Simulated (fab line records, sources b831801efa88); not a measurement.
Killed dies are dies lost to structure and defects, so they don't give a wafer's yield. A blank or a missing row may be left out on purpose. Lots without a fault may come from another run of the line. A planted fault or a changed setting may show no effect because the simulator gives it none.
Chamber matching | flow sky130 | SKY_LI_CONTACT_CMP_24 on cmp-01: 4 sister chambers
The step polishes, stops on PSG, t overpolish 20 s, target thk 0 nm. 14 wafers are shown with their chamber, then 6 later ones without.

WAFERS WITH THEIR CHAMBER
wafer  | chamber | motor_current_A (A) | slurry_flow_ml_min | time_to_endpoint_s (s)
L601.3 | 1       | 9.9                 | 150.0              | 102
L601.4 | 3       | 12.8                | 149.5              | 97
L601.6 | 2       | 11.1                | 149.9              | 99
L603.2 | 3       | 12.5                | 149.6              | 92
L603.4 | 1       | 9.9                 | 149.3              | 92
L603.6 | 0       | 10.4                | 150.4              | 93
L604.2 | 2       | 10.9                | 149.5              | 98
L604.4 | 0       | 10.4                | 150.1              | 93
L604.5 | 3       | 12.6                | 150.5              | 95
L608.1 | 1       | 9.9                 | 149.0              | 98
L608.3 | 2       | 10.5                | 149.9              | 98
L608.5 | 2       | 10.4                | 149.4              | 100
L610.2 | 0       | 10.1                | 150.2              | 98
L610.4 | 1       | 9.7                 | 149.9              | 94

SIGNATURES (means of the wafers above)
reading            | chamber 0 | chamber 1 | chamber 2 | chamber 3 | scatter within a chamber
motor_current_A    | 10.300    | 9.850     | 10.725    | 12.633    | 0.215
slurry_flow_ml_min | 150.233   | 149.550   | 149.675   | 149.867   | 0.394
time_to_endpoint_s | 94.67     | 96.50     | 98.75     | 94.67     | 3.02
Rule: a wafer's distance from a chamber is the root of the sum, over the readings, of the square of ((its reading less the chamber's mean) divided by the reading's scatter). The wafer belongs to the nearest chamber; if the next one is less than 2 further off, it can't be placed. The scatter: the root of (the sum of the squares of (reading less its chamber's mean) over the shown wafers, divided by (wafers less chambers)).

WAFERS WITHOUT THEIR CHAMBER
wafer  | motor_current_A (A) | slurry_flow_ml_min | time_to_endpoint_s (s)
L610.5 | 12.1                | 149.4              | 97
L611.2 | 10.3                | 150.7              | 95
L611.3 | 10.3                | 150.1              | 94
L611.6 | 10.4                | 150.1              | 92
L614.1 | 9.2                 | 149.4              | 99
L618.4 | 13.0                | 150.3              | 105

WHICH CHAMBER EACH WENT THROUGH
wafer  | from the rows above     | in truth
L610.5 | 3                       | 3
L611.2 | 0                       | 0
L611.3 | 0                       | 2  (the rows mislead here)
L611.6 | can't be placed: 0 or 2 | 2
L614.1 | 1                       | 1
L618.4 | 3                       | 3
Placed correctly: 4 of 6. Can't be placed from these rows: 1 (the true chamber is among the candidates in 1). Placed wrongly: 1.
